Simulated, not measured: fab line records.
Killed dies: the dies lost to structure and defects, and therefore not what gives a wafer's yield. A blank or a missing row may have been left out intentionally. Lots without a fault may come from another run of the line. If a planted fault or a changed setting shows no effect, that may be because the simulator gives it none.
fab line records ; flow sky130
record: lots: 6; wafers: 18; lastDay: 49
route steps=708 shown VIA1@461 METAL2@483 PAD_OPEN@708
lots that met no fault: from a run of the same line without faults
startH: start of the lot's first displayed wafer, in hours after the record's first day ; waitH: hours from the lot's prior step to this one ; " as in the row above ; L1.1+2: a row that stands for several wafers ; - no value, or no start given ; * or withheld: withheld ; < > ~ a bound
route shown NAME@n: a module of which the file shows steps, and the number in the route of the first ; usual: mean and standard deviation over wafers with no fault ; same: alike in all rows ; chamber/n: place in a boat ; sites: readings site by site ; _std_site: how widely they spread, as a standard deviation ; _edge_site: inner sites' mean taken away from outer sites' mean ; radiusMm: how far each site lies from the wafer's centre ; mask NAME#n: copy n ; behind: the most recent tool/chamber to have shaped the wafer ; hold: what put the lot on hold/how long, in hours/how the hold closed ; device: which transistor (n, p or np) failed to switch ; end of line: the same wafers' tests at the end of the route ; where a step has no rows: the recipe by itself ; killed: at the first sort, the dies lost to defects and structure; wafer yield is something else ; map: shows each die of a wafer: x if killed, . if not, _ if none is there
set.NAME: the setting the step ran with; set.NAME@STEP: the setting that earlier step ran with ; model.NAME: the simulator's own value behind a step, which no gauge read
lots at some steps of the route; a table a step, a row a wafer
services: the hour from which a tool's chamber was out of use, counted from the record's first day as startH (under 0 if before that day), plus the number of hours and why
== steps ==
step: SKY_VIA1_BOW_MEAS_03
recipe: mode: bow
usual: VIA1_BOW: 80/7
lot.wafer;tool;chamber;startH;waitH;VIA1_BOW[um]
L222.1;filmMetro-03;-;767.48;0.2;69
L222.3;filmMetro-03;-;767.48;0.2;84
L222.4;filmMetro-03;-;767.48;0.2;71
L226.3;filmMetro-01;-;805.14;0.3;88
L226.5;filmMetro-01;-;805.14;0.3;82
L226.6;filmMetro-01;-;805.14;0.3;78
L230.2;filmMetro-02;-;842.23;0.3;80
L230.3;filmMetro-02;-;842.23;0.3;76
L230.4;filmMetro-02;-;842.23;0.3;74
L231.3;filmMetro-02;-;842.60;0.2;85
L231.5;filmMetro-02;-;842.60;0.2;80
L231.6;filmMetro-02;-;842.60;0.2;69
L238.1;filmMetro-02;-;907.61;0.1;90
L238.2;filmMetro-02;-;907.61;0.1;94
L238.4;filmMetro-02;-;907.61;0.1;77
L241.2;filmMetro-02;-;916.29;0.2;89
L241.3;filmMetro-02;-;916.29;0.2;85
L241.6;filmMetro-02;-;916.29;0.2;88
step: SKY_VIA1_DEHYDRATE_04
recipe: tempC: 200; timeS: 60
step: SKY_VIA1_HMDS_05
recipe: primeTimeS: 60; primeTempC: 120
step: SKY_VIA1_COAT_06
recipe: resist: BARC; tempC: withheld; timeS: withheld; spinRpm: 3000; resistThkNm: 60
step: SKY_VIA1_COAT_07
recipe: resist: KrF-thick; spinRpm: 3000; resistThkNm: 450
step: SKY_VIA1_SOFTBAKE_08
recipe: tempC: 100; timeS: 90; resist: KrF-thick
step: SKY_VIA1_EXPOSE_09
recipe: maskId: VIM; na: 0.8; sourceShape: annular; sigmaInner: 0.55; sigmaOuter: 0.85; targetCdNm: 150; doseMj: 38.94
step: SKY_VIA1_PEB_10
recipe: pebTempC: withheld; pebTimeS: withheld; resist: KrF-thick
step: SKY_VIA1_DEVELOP_11
recipe: developTimeS: 60; resist: KrF-thick; devTempC: 21
step: SKY_VIA1_CD_MEAS_12
recipe: targetCdNm: 150
usual: cdNm: 150.6/1.8
lot.wafer;tool;chamber;startH;waitH;cdNm
L222.1;cdSem-02;-;794.77;-;152.4
L222.3;cdSem-02;-;794.77;-;152.7
L222.4;cdSem-02;-;794.77;-;151.4
L226.3;cdSem-01;-;831.10;-;152.0
L226.5;cdSem-01;-;831.10;-;152.7
L226.6;cdSem-01;-;831.10;-;151.3
L230.2;cdSem-01;-;868.58;-;149.2
L230.3;cdSem-01;-;868.58;-;149.7
L230.4;cdSem-01;-;868.58;-;147.9
L231.3;cdSem-01;-;869.29;-;151.7
L231.5;cdSem-01;-;869.29;-;151.3
L231.6;cdSem-01;-;869.29;-;150.9
L238.1;cdSem-01;-;932.52;-;148.6
L238.2;cdSem-01;-;932.52;-;148.1
L238.4;cdSem-01;-;932.52;-;147.9
L241.2;cdSem-01;-;940.69;-;151.4
L241.3;cdSem-01;-;940.69;-;153.0
L241.6;cdSem-01;-;940.69;-;150.9
step: SKY_VIA1_OVL_MEAS_13
usual: VIA1_OVL: 1/5
lot.wafer;tool;chamber;startH;waitH;VIA1_OVL[nm]
L222.1;overlay-01;-;794.89;0.1;-1
L222.3;overlay-01;-;794.89;0.1;-1
L222.4;overlay-01;-;794.89;0.1;0
L226.3;overlay-02;-;831.20;0.1;0
L226.5;overlay-02;-;831.20;0.1;-3
L226.6;overlay-02;-;831.20;0.1;-10
L230.2;overlay-01;-;868.68;0.1;9
L230.3;overlay-01;-;868.68;0.1;8
L230.4;overlay-01;-;868.68;0.1;10
L231.3;overlay-02;-;869.39;0.1;-1
L231.5;overlay-02;-;869.39;0.1;-2
L231.6;overlay-02;-;869.39;0.1;5
L238.1;overlay-01;-;932.64;0.1;-7
L238.2;overlay-01;-;932.64;0.1;-2
L238.4;overlay-01;-;932.64;0.1;4
L241.2;overlay-01;-;940.80;0.1;8
L241.3;overlay-01;-;940.80;0.1;10
L241.6;overlay-01;-;940.80;0.1;0
step: SKY_VIA1_ETCH_14
recipe: chemistry: N2/H2; target: BARC; ionEnergyEv: 200; sourceW: 500; biasW: 100; pressureMtorr: 30; n2FlowSccm: 100; h2FlowSccm: 200; stopOn: SiO2; timeS: 45.9; targetDepthA: 600
usual: drypumpMotorCurrentA: 5.9/0.37; n2FlowSccm: 100.0/0.31; oesProductAu: 0.854/0.005; throttleValvePct: 13.226/0.0088
lot.wafer;tool;chamber;startH;waitH;drypumpMotorCurrentA;n2FlowSccm;oesProductAu;rfHoursCounterH;throttleValvePct
L222.1;rieDiel-04;2;794.93;0.0;5.7;100.0;0.843;4;13.227
L222.3;rieDiel-04;0;794.93;0.0;5.6;99.9;0.853;12;13.224
L222.4;rieDiel-04;3;794.93;0.0;6.5;99.7;0.850;8;13.225
L226.3;rieDiel-01;0;831.22;0.0;6.0;99.9;0.861;16;13.228
L226.5;rieDiel-01;1;831.22;0.0;5.4;99.8;0.847;-;13.233
L226.6;rieDiel-01;0;831.22;0.0;6.0;100.1;0.859;-;13.225
L230.2;rieDiel-01;1;868.71;0.0;5.4;99.8;0.863;11;13.241
L230.3;rieDiel-01;2;868.71;0.0;5.4;100.1;0.850;11;13.216
L230.4;rieDiel-01;3;868.71;0.0;5.3;99.5;0.859;10;13.231
L231.3;rieDiel-01;1;869.41;0.0;5.4;100.1;0.855;11;13.219
L231.5;rieDiel-01;2;869.41;0.0;5.4;99.6;0.854;-;13.231
L231.6;rieDiel-01;3;869.41;0.0;5.4;99.9;0.857;-;13.225
L238.1;rieDiel-03;1;932.67;0.0;5.6;100.5;0.850;13;13.221
L238.2;rieDiel-03;0;932.67;0.0;6.3;100.0;0.857;2;13.211
L238.4;rieDiel-03;3;932.67;0.0;6.1;100.1;0.850;10;13.227
L241.2;rieDiel-04;1;940.83;0.0;5.7;100.1;0.864;15;13.221
L241.3;rieDiel-04;0;940.83;0.0;5.6;99.8;0.856;16;13.228
L241.6;rieDiel-04;3;940.83;0.0;6.5;100.2;0.855;-;13.232
step: SKY_VIA1_ETCH_15
recipe: target: SiO2; chemistry: C4F8/O2/Ar; targetDepthNm: 351; stopOn: TiN; maskMaterial: KrF-thick; sourceW: 1500; biasW: 1200; pressureMtorr: 40; c4f8FlowSccm: withheld; O2_flow_sccm: 6; Ar_flow_sccm: 300; timeS: 54
usual: oesProductAu: 0.983/0.0059
lot.wafer;tool;chamber;startH;waitH;oesProductAu;rfHoursCounterH;model.VIA1.featureDepthNm;model.etch.depthNm;model.KrF-thick_of_VIA1_COAT_07.thkNm
L222.1;rieDiel-04;2;794.97;0.0;0.975;4;345;345;322.7
L222.3;rieDiel-04;0;794.97;0.0;0.981;12;345.1;345.1;324.7
L222.4;rieDiel-04;3;794.97;0.0;0.973;8;342.6;342.6;325.3
L226.3;rieDiel-01;0;831.26;0.0;0.990;16;344.1;344.1;321.2
L226.5;rieDiel-01;1;831.26;0.0;0.980;-;346.3;346.3;324.2
L226.6;rieDiel-01;0;831.26;0.0;0.984;-;346.9;346.9;321.5
L230.2;rieDiel-01;1;868.75;0.0;0.973;11;344.2;344.2;325.9
L230.3;rieDiel-01;2;868.75;0.0;0.985;11;346.3;346.3;322.8
L230.4;rieDiel-01;3;868.75;0.0;0.893;10;287.3;287.3;335.6
L231.3;rieDiel-01;1;869.45;0.0;0.977;11;343.9;343.9;324.5
L231.5;rieDiel-01;2;869.45;0.0;0.981;-;345.4;345.4;321
L231.6;rieDiel-01;3;869.45;0.0;0.886;-;287.9;287.9;336.3
L238.1;rieDiel-03;1;932.72;0.0;0.987;13;346.2;346.2;324.4
L238.2;rieDiel-03;0;932.72;0.0;0.980;2;345.4;345.4;322
L238.4;rieDiel-03;3;932.72;0.0;0.979;10;344.9;344.9;326
L241.2;rieDiel-04;1;940.87;0.0;0.982;16;348.2;348.2;321.8
L241.3;rieDiel-04;0;940.87;0.0;0.988;16;347.2;347.2;322.5
L241.6;rieDiel-04;3;940.87;0.0;0.970;-;348.3;348.3;324.7
step: SKY_VIA1_STRIP_16
recipe: chemistry: O2/N2; powerW: 1400; pressureMtorr: 1500; platenTempC: withheld; o2FlowSccm: 3000; n2FlowSccm: 300; overashFraction: 0.5
usual: drypumpMotorCurrentA: 5.7/0.5; n2FlowSccm: 299.8/0.83; o2FlowSccm: 2999/9.5; oesProductAu: 0.416/0.0045; stripTimeToEndpointS: 4.458/0.027
lot.wafer;tool;chamber;startH;waitH;drypumpMotorCurrentA;n2FlowSccm;o2FlowSccm;oesProductAu;rfHoursCounterH;stripTimeToEndpointS
L222.1;plasmaAsher-01;0;795.02;0.0;6.4;301.1;3001;0.419;5;4.469
L222.3;plasmaAsher-01;0;795.02;0.0;6.4;300.4;3007;0.420;-;4.479
L222.4;plasmaAsher-01;1;795.02;0.0;5.3;299.9;2999;0.407;-;4.510
L226.3;plasmaAsher-02;0;831.34;0.1;5.0;300.9;3001;0.411;-;4.449
L226.5;plasmaAsher-02;1;831.34;0.1;5.6;298.2;2989;0.423;-;4.472
L226.6;plasmaAsher-02;0;831.34;0.1;5.0;301.8;2986;0.414;-;4.459
L230.2;plasmaAsher-01;0;868.80;0.0;6.3;300.0;2999;0.415;13;4.483
L230.3;plasmaAsher-01;0;868.80;0.0;6.3;300.1;3006;0.415;-;4.454
L230.4;plasmaAsher-01;1;868.80;0.0;5.4;300.4;3011;0.423;-;4.600
L231.3;plasmaAsher-02;0;869.53;0.1;5.0;298.7;2994;0.414;-;4.473
L231.5;plasmaAsher-02;0;869.53;0.1;5.0;299.9;2989;0.413;-;4.454
L231.6;plasmaAsher-02;1;869.53;0.1;5.6;301.0;2996;0.424;-;4.608
L238.1;plasmaAsher-01;1;932.76;0.0;5.4;300.6;2997;0.412;19;4.466
L238.2;plasmaAsher-01;0;932.76;0.0;6.3;300.4;2983;0.422;19;4.438
L238.4;plasmaAsher-01;0;932.76;0.0;6.3;299.9;2988;0.417;-;4.478
L241.2;plasmaAsher-02;0;940.92;0.0;5.0;299.6;2997;0.414;116;4.466
L241.3;plasmaAsher-02;1;940.92;0.0;5.6;300.3;3001;0.416;-;4.445
L241.6;plasmaAsher-02;1;940.92;0.0;5.6;300.0;3020;0.413;-;4.485
step: SKY_VIA1_STRIP_17
recipe: chemistry: postEtchResidueRemover; timeS: 1200; tempC: 72.5
step: SKY_VIA1_CLEAN_18
recipe: chemistry: IPA; timeS: 180; tempC: 25
step: SKY_VIA1_CLEAN_19
recipe: chemistry: O3/DIW; dry: n2Spin
step: SKY_VIA1_SPUTTER_20
recipe: material: TiN; targetThkNm: 20; chamberPressurePa: 5; powerW: 4000; timeS: 80
usual: throttleValvePct: 30.2/1.1
lot.wafer;tool;chamber;startH;waitH;throttleValvePct
L222.1;pvdSputter-04;-;795.61;0.0;31.1
L222.3;pvdSputter-04;-;795.61;0.0;30.6
L222.4;pvdSputter-04;-;795.61;0.0;31.7
L226.3;pvdSputter-02;-;831.90;0.0;30.4
L226.5;pvdSputter-02;-;831.90;0.0;31.1
L226.6;pvdSputter-02;-;831.90;0.0;30.5
L230.2;pvdSputter-01;-;869.39;0.0;28.8
L230.3;pvdSputter-01;-;869.39;0.0;27.8
L230.4;pvdSputter-01;-;869.39;0.0;28.4
L231.3;pvdSputter-02;-;870.09;0.0;30.3
L231.5;pvdSputter-02;-;870.09;0.0;30.9
L231.6;pvdSputter-02;-;870.09;0.0;31.0
L238.1;pvdSputter-04;-;933.40;0.0;31.5
L238.2;pvdSputter-04;-;933.40;0.0;30.1
L238.4;pvdSputter-04;-;933.40;0.0;30.3
L241.2;pvdSputter-04;-;941.65;0.0;31.2
L241.3;pvdSputter-04;-;941.65;0.0;30.5
L241.6;pvdSputter-04;-;941.65;0.0;31.2
step: SKY_VIA1_CVD_21
recipe: material: W; targetThkNm: 270; timeS: 80.902; tempC: 400; pressureTorr: 40
usual: heaterPowerW: 881/89
lot.wafer;tool;chamber;startH;waitH;heaterPowerW
L222.1;cvdW-01;1;795.67;0.0;806
L222.3;cvdW-01;1;795.67;0.0;834
L222.4;cvdW-01;0;795.67;0.0;847
L226.3;cvdW-02;0;831.99;0.1;1016
L226.5;cvdW-02;1;831.99;0.1;827
L226.6;cvdW-02;0;831.99;0.1;1029
L230.2;cvdW-01;0;869.45;0.0;824
L230.3;cvdW-01;0;869.45;0.0;829
L230.4;cvdW-01;1;869.45;0.0;826
L231.3;cvdW-01;1;870.18;0.1;844
L231.5;cvdW-01;0;870.18;0.1;828
L231.6;cvdW-01;1;870.18;0.1;844
L238.1;cvdW-02;1;933.46;0.0;842
L238.2;cvdW-02;0;933.46;0.0;1050
L238.4;cvdW-02;0;933.46;0.0;1012
L241.2;cvdW-01;1;941.75;0.1;810
L241.3;cvdW-01;1;941.75;0.1;787
L241.6;cvdW-01;1;941.75;0.1;783
step: SKY_VIA1_CMP_24
recipe: stopOn: SiO2; tOverpolishS: 15; downForcePsi: 3.5; platenRpm: 60; targetThkNm: 0; padVelocityMS: 0.94248
usual: motorCurrentA: 10.9/0.88; overpolishRunS: 15.000/0.0092; platenRpm: 60.00/0.039; timeToEndpointS: 68/3.2
lot.wafer;tool;chamber;startH;waitH;motorCurrentA;overpolishRunS;platenRpm;timeToEndpointS
L222.4;cmp-02;3;796.22;0.3;11.5;14.999;60.04;63
L222.3;cmp-02;0;796.22;0.3;12.1;14.998;59.96;66
L222.1;cmp-02;2;796.22;0.3;9.9;14.986;59.97;66
L226.3;cmp-02;0;832.23;0.0;12.2;15.002;59.96;67
L226.5;cmp-02;0;832.23;0.0;12.7;14.987;59.93;63
L226.6;cmp-02;1;832.23;0.0;10.4;15.001;60.02;70
L230.4;cmp-01;3;869.73;0.0;11.5;14.998;59.96;73
L230.2;cmp-01;0;869.73;0.0;11.1;14.976;59.95;65
L230.3;cmp-01;1;869.73;0.0;9.3;15.001;59.98;71
L231.3;cmp-01;0;870.58;0.2;11.0;15.004;60.04;65
L231.6;cmp-01;1;870.58;0.2;9.8;14.998;60.00;66
L231.5;cmp-01;2;870.58;0.2;10.3;14.994;60.02;64
L238.2;cmp-02;0;933.78;0.1;12.0;15.002;59.90;68
L238.1;cmp-02;1;933.78;0.1;11.0;14.999;60.01;66
L238.4;cmp-02;2;933.78;0.1;9.9;14.998;59.99;64
L241.3;cmp-02;2;942.08;0.0;10.5;15.016;60.05;67
L241.2;cmp-02;0;942.08;0.0;12.3;14.999;59.95;68
L241.6;cmp-02;3;942.08;0.0;11.9;14.997;59.98;68
step: SKY_METAL2_SPUTTER_00
recipe: material: Ti; targetThkNm: 15; powerW: 3000; timeS: 10; chamberPressurePa: 0.4
usual: throttleValvePct: 29.8/1
lot.wafer;tool;chamber;startH;waitH;throttleValvePct
L222.1;pvdSputter-02;-;796.52;0.1;30.6
L222.3;pvdSputter-02;-;796.52;0.1;31.1
L222.4;pvdSputter-02;-;796.52;0.1;29.1
L226.3;pvdSputter-02;-;832.53;0.2;30.6
L226.5;pvdSputter-02;-;832.53;0.2;30.4
L226.6;pvdSputter-02;-;832.53;0.2;31.0
L230.2;pvdSputter-03;-;870.03;0.2;30.9
L230.3;pvdSputter-03;-;870.03;0.2;30.6
L231.3;pvdSputter-01;-;870.73;0.1;28.7
L231.5;pvdSputter-01;-;870.73;0.1;28.2
L238.1;pvdSputter-02;-;934.03;0.1;30.6
L238.2;pvdSputter-02;-;934.03;0.1;30.4
L238.4;pvdSputter-02;-;934.03;0.1;30.7
L241.2;pvdSputter-01;-;942.38;0.1;28.9
L241.3;pvdSputter-01;-;942.38;0.1;28.9
L241.6;pvdSputter-01;-;942.38;0.1;28.6
step: SKY_METAL2_SPUTTER_01
recipe: material: TiN; targetThkNm: 20; powerW: 6500; timeS: 16.7; chamberPressurePa: 0.4
usual: throttleValvePct: 29.8/1
lot.wafer;tool;chamber;startH;waitH;throttleValvePct
L222.1;pvdSputter-02;-;796.54;0.0;30.3
L222.3;pvdSputter-02;-;796.54;0.0;31.2
L222.4;pvdSputter-02;-;796.54;0.0;29.1
L226.3;pvdSputter-02;-;832.56;0.0;30.5
L226.5;pvdSputter-02;-;832.56;0.0;30.6
L226.6;pvdSputter-02;-;832.56;0.0;30.8
L230.2;pvdSputter-03;-;870.05;0.0;30.8
L230.3;pvdSputter-03;-;870.05;0.0;30.8
L231.3;pvdSputter-01;-;870.75;0.0;28.6
L231.5;pvdSputter-01;-;870.75;0.0;28.1
L238.1;pvdSputter-02;-;934.05;0.0;30.6
L238.2;pvdSputter-02;-;934.05;0.0;30.3
L238.4;pvdSputter-02;-;934.05;0.0;30.8
L241.2;pvdSputter-01;-;942.40;0.0;29.2
L241.3;pvdSputter-01;-;942.40;0.0;29.1
L241.6;pvdSputter-01;-;942.40;0.0;28.6
step: SKY_METAL2_SPUTTER_02
recipe: material: AlCu; targetThkNm: 250; powerW: 10600; timeS: 13.3; chamberPressurePa: 0.4
usual: throttleValvePct: 29.9/1
lot.wafer;tool;chamber;startH;waitH;throttleValvePct
L222.1;pvdSputter-02;-;796.57;0.0;30.4
L222.3;pvdSputter-02;-;796.57;0.0;30.9
L222.4;pvdSputter-02;-;796.57;0.0;28.6
L226.3;pvdSputter-02;-;832.58;0.0;30.7
L226.5;pvdSputter-02;-;832.58;0.0;30.8
L226.6;pvdSputter-02;-;832.58;0.0;31.1
L230.2;pvdSputter-03;-;870.07;0.0;31.3
L230.3;pvdSputter-03;-;870.07;0.0;30.4
L231.3;pvdSputter-01;-;870.77;0.0;28.6
L231.5;pvdSputter-01;-;870.77;0.0;27.8
L238.1;pvdSputter-02;-;934.08;0.0;30.4
L238.2;pvdSputter-02;-;934.08;0.0;30.3
L238.4;pvdSputter-02;-;934.08;0.0;30.7
L241.2;pvdSputter-01;-;942.43;0.0;29.1
L241.3;pvdSputter-01;-;942.43;0.0;28.9
L241.6;pvdSputter-01;-;942.43;0.0;28.5
step: SKY_PAD_OPEN_PROBE_99
lot.wafer;tool;chamber;startH;waitH;hold;model.etest.nfet_16v.underFloor;model.etest.met1Comb.underFloor;model.etest.sramNfetPass.open;model.etest.pfetG5v0d10v5.open;model.etest.liconToGate.open;model.etest.mconChain.open;model.etest.pfet_16v.open;model.etest.pfet_01v8_hvt.underFloor
L222.1+3+4;prober-02;-;1077.00;0.1;-;0;0;0;0;0;0;0;0
L226.3+5+6;prober-01;-;1107.24;0.2;-;0;0;0;0;0;0;0;0
L230.2+3;prober-02;-;1137.75;0.1;awaitDispo/4.8h/release;0;0;0;0;0;0;0;0
L230.4;prober-02;-;1137.85;0.2;awaitDispo/4.8h/release;1;1;1;1;1;1;1;1
L231.3+5;prober-01;-;1138.54;0.2;awaitDispo/2.9h/release;0;0;0;0;0;0;0;0
L231.6;prober-01;-;1138.69;0.2;awaitDispo/2.9h/release;1;1;1;1;1;1;1;1
L238.1+2+4;prober-01;-;1181.12;0.1;-;0;0;0;0;0;0;0;0
L241.2+3+6;prober-01;-;1184.69;0.1;-;0;0;0;0;0;0;0;0
killed by level:class
L222.1 LI_CONTACT:geometricParticle:open=8 METAL1:geometricParticle:short=8 VIA3:geometricParticle:open=7 VIA1:geometricParticle:open=7 METAL2:geometricParticle:short=7 VIA2:geometricParticle:open=5 CONTACT:geometricParticle:open=4 VIA1:geometricParticle:short=4
L222.3 CONTACT:geometricParticle:open=10 VIA1:geometricParticle:open=8 LOCAL_INTERCONNECT:geometricParticle:short=6 METAL2:geometricParticle:short=6 LI_CONTACT:geometricParticle:open=4 VIA3:geometricParticle:open=4 METAL1:geometricParticle:short=4 VIA2:geometricParticle:short=4
L222.4 VIA3:geometricParticle:open=11 VIA1:geometricParticle:open=10 LI_CONTACT:geometricParticle:open=7 LOCAL_INTERCONNECT:geometricParticle:short=6 VIA2:geometricParticle:open=6 CONTACT:geometricParticle:open=5 VIA1:geometricParticle:short=5 METAL2:geometricParticle:short=5
L226.3 VIA1:geometricParticle:open=14 CONTACT:geometricParticle:open=12 FIELD_ISO:geometricParticle:short=6 VIA2:geometricParticle:open=6 POLY_GATE:geometricParticle:open=6 LI_CONTACT:geometricParticle:open=5 METAL1:geometricParticle:short=5 METAL3:geometricParticle:short=5
L226.5 CONTACT:geometricParticle:open=8 VIA3:geometricParticle:short=7 FIELD_ISO:geometricParticle:open=6 VIA2:geometricParticle:open=5 VIA1:geometricParticle:open=5 POLY_GATE:geometricParticle:short=4 LI_CONTACT:geometricParticle:open=4 METAL1:geometricParticle:short=4
L226.6 LI_CONTACT:geometricParticle:open=13 VIA1:geometricParticle:open=10 CONTACT:geometricParticle:open=10 POLY_GATE:geometricParticle:short=7 POLY_GATE:geometricParticle:open=6 LI_CONTACT:geometricParticle:short=6 CONTACT:geometricParticle:short=6 LOCAL_INTERCONNECT:geometricParticle:short=4
L238.1 FIELD_ISO:geometricParticle:short=9 CONTACT:geometricParticle:open=9 VIA1:geometricParticle:open=8 METAL1:geometricParticle:short=8 METAL2:geometricParticle:short=7 CONTACT:geometricParticle:short=6 LI_CONTACT:geometricParticle:short=5 LI_CONTACT:geometricParticle:open=5
L238.2 CONTACT:geometricParticle:open=11 VIA1:geometricParticle:open=10 VIA3:geometricParticle:open=6 POLY_GATE:geometricParticle:open=5 METAL1:geometricParticle:short=5 LI_CONTACT:geometricParticle:open=5 VIA1:geometricParticle:short=5 VIA2:geometricParticle:open=5
L238.4 CONTACT:geometricParticle:open=6 LI_CONTACT:geometricParticle:open=5 CONTACT:geometricParticle:short=5 METAL2:geometricParticle:short=5 POLY_GATE:geometricParticle:open=4 VIA2:geometricParticle:open=4 VIA1:geometricParticle:open=4 VIA3:geometricParticle:open=4
L241.2 CONTACT:geometricParticle:open=11 POLY_GATE:geometricParticle:short=7 VIA1:geometricParticle:open=7 LI_CONTACT:geometricParticle:open=6 METAL2:geometricParticle:short=6 FIELD_ISO:geometricParticle:short=5 VIA1:geometricParticle:short=5 VIA2:geometricParticle:open=5
L241.3 CONTACT:geometricParticle:open=8 VIA1:geometricParticle:open=8 FIELD_ISO:geometricParticle:short=6 LI_CONTACT:geometricParticle:open=5 VIA3:geometricParticle:open=5 POLY_GATE:geometricParticle:open=4 VIA3:geometricParticle:short=4 METAL2:geometricParticle:short=4
L241.6 VIA1:geometricParticle:open=9 LI_CONTACT:geometricParticle:open=6 FIELD_ISO:geometricParticle:open=5 METAL1:geometricParticle:short=5 METAL2:geometricParticle:short=5 VIA3:geometricParticle:open=5 FIELD_ISO:geometricParticle:short=4 POLY_GATE:geometricParticle:open=4
map L226.3 (x killed, . not)
__________...x......_________
________x...xx.x..x..._______
______....x............._____
_____......xx.x..x.......____
____.......xxx..x.........___
___.x...x.xx...............__
__...x.x.x....x.x..x.x......_
_x...x..x.....x..x..xx.....x.
_........x.........x...x.....
_...x.x.x...x..xxx.....x.x...
_.....x..x..x..x........xxx.x
_............x.........x....x
_....x.........x....x.xx.....
_...x......x............x....
_................x.........x.
__.......x....xx...x...x...._
___.x.....x......xxx.......__
____x.....xxxx....x.x.....___
_____...x.......x.x......____
______...x.............x_____
________.x....x.....x._______
__________...x..x..._________
map L238.1 (x killed, . not)
__________....xx...x_________
________x.x.x........._______
______..........x......._____
_____x..x.x....x.x.......____
____..xx..xx.....x...x....___
___........x......x.....x..__
__...x...........x.........._
_x...xx......xx..............
_..x....xx........x...x...x.x
_..x.x.x..x...x.....x.....x..
_..x.....x.x..x.....x........
_x.............x.....xx......
_..x.....xx.....x.........x..
_....x.xx..............x.x...
_.....x.........x....x.x.....
__x.............x.xx...x.x.x_
___x........x.x........x...__
____.x.......xxxx..x....x.___
_____.xx..x..xx.......x..____
______.....x.....x.....x_____
________.x.....x.x...._______
__________.....xx.x._________
== services ==
tool;chamber;startH;hours;kind
rieDiel-03;0;778.80;9.1;repair
pvdSputter-02;-;781.04;8.3;repair
rieDiel-04;3;781.32;6.6;repair
cmp-01;-;783.61;0.6;repair
cvdW-02;-;784.87;0.3;repair
cmp-01;-;785.66;4.0;pm
cmp-01;-;794.37;18.9;pm
cmp-02;-;797.39;0.8;repair
rieDiel-04;1;802.00;3.3;repair
cmp-02;-;843.65;5.6;pm
pvdSputter-02;-;848.31;1.7;repair
rieDiel-04;2;855.28;1.4;repair
rieDiel-04;-;866.69;2.8;pm
cmp-02;-;878.31;2.4;repair
cmp-02;-;889.56;1.7;repair
rieDiel-04;-;892.32;0.1;repair
pvdSputter-01;-;897.79;44.3;repair
cvdW-01;-;904.00;14.0;pm
cvdW-01;-;911.81;0.3;repair
cmp-02;-;912.03;4.0;pm
cvdW-01;1;921.38;12.8;repair
rieDiel-04;2;923.76;13.4;repair
cvdW-01;0;929.19;13.9;repair
rieDiel-01;2;932.80;2.6;repair
== key ==
firstSign: step: SKY_VIA1_ETCH_15; reading: oesProductAu; direction: down; sigmas: 16; usual: 0.983; struck: 0.890
effect: step: SKY_VIA1_STRIP_16; reading: stripTimeToEndpointS; direction: up; sigmas: 5.3; usual: *; struck: *
effect: step: SKY_METAL2_SPUTTER_00; reading: visit; direction: missing
effect: step: SKY_METAL2_SPUTTER_01; reading: visit; direction: missing
effect: step: SKY_METAL2_SPUTTER_02; reading: visit; direction: missing
effect: step: SKY_PAD_OPEN_PROBE_99; reading: hold; direction: added
modelEffect: step: SKY_VIA1_ETCH_15; value: VIA1.featureDepthNm; without: 346.3; struck: 287.6
modelEffect: step: SKY_PAD_OPEN_PROBE_99; value: etest.nfet_16v.underFloor; without: 0; struck: 1
metAt SKY_VIA1_ETCH_15
struckWafers L230.4,L231.6
laterRowsLeftOut L230.4,L231.6
sortLeftOut L230.4,L231.6
fault: kind: processParameterDrift; tool: rieDiel-01; chamber: 3; onsetH: 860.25; steps: SKY_VIA1_ETCH_15; channel: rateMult; offset: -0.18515; shape: step; endH: 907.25
sortLeftOut: the simulated sort isn't trusted on such a fault, so these wafers' sort isn't shown, and their yield isn't known
laterRowsLeftOut: the simulator's readings of these wafers behind a module that went badly wrong aren't trusted and aren't shown, but for the sort
